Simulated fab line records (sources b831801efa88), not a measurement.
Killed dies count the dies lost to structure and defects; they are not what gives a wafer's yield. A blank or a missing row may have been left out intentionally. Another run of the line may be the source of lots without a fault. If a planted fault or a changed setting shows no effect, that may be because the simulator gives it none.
Which of the tools did it? ; flow gf180mcu ; 6 lots with 18 wafers sampled at 2 steps, on a route of 602 steps

== WHAT THE GAUGES SHOWED, per wafer ==
GF_PASSIVATION_THK_MEAS_01.
lot;measured;on;PASSIVATION_CVD_00_THK (nm)
L433;day 29 06:22;film_metro-04;1021 1016 1033
L437;day 30 11:28;film_metro-03;1008 1015 1031
L446;day 32 22:25;film_metro-02;736 740 740
L448;day 33 06:57;film_metro-04;1032 1025 1043
L451;day 33 22:49;film_metro-04;999 1004 1014
L453;day 34 11:08;film_metro-03;1022 1035 1033

== TOOL THAT RAN EACH LOT (tool first, then ch and the chambers of the sampled wafers, then the start) ==
lot;GF_PASSIVATION_CVD_00
L433;pecvd-03 ch 1,2, day 29 06:17
L437;pecvd-01 ch 0,2, day 30 11:23
L446;pecvd-03 ch 1,2, day 32 22:19
L448;pecvd-01 ch 0,2, day 33 06:52
L451;pecvd-02 ch 0,1,2, day 33 22:44
L453;pecvd-01 ch 0,1,2, day 34 11:02
- GF_PASSIVATION_CVD_00: deposits SiO2 from TEOS, target thk 1000 nm, time 114.3 s.

== THE ANSWER, worked out from the rows above alone ==
Rule: the lots themselves supply what counts as usual. Put in order of their means at a reading, lots are off if they are a third of the lots or fewer, leave a main group of 4 or more, and stand apart from it by a gap of 3 or more times the standard deviation of the main group's means; of several such gaps the widest counts. Not used: any main group whose means are identical at the precision the tables above print for the reading. Also off: a lot with no number at a reading for which 4 or more lots have one. Where the step has rows for the other lots, those lots are counted as sound.
Off: at GF_PASSIVATION_THK_MEAS_01 (PASSIVATION_CVD_00_THK), L446. The main group has a mean of 1022 nm with a standard deviation of 9.8.
If a tool, at a process step before that reading, ran all the lots that are off and no sound lot after the first of them, it fits. Those tools and the gauges at GF_PASSIVATION_THK_MEAS_01 are tried in the same way. 2 tools fit, pecvd-03 at GF_PASSIVATION_CVD_00 and film_metro-02 at GF_PASSIVATION_THK_MEAS_01, so this cannot tell which one it is.

== WHAT THE SIMULATOR PUT IN ==
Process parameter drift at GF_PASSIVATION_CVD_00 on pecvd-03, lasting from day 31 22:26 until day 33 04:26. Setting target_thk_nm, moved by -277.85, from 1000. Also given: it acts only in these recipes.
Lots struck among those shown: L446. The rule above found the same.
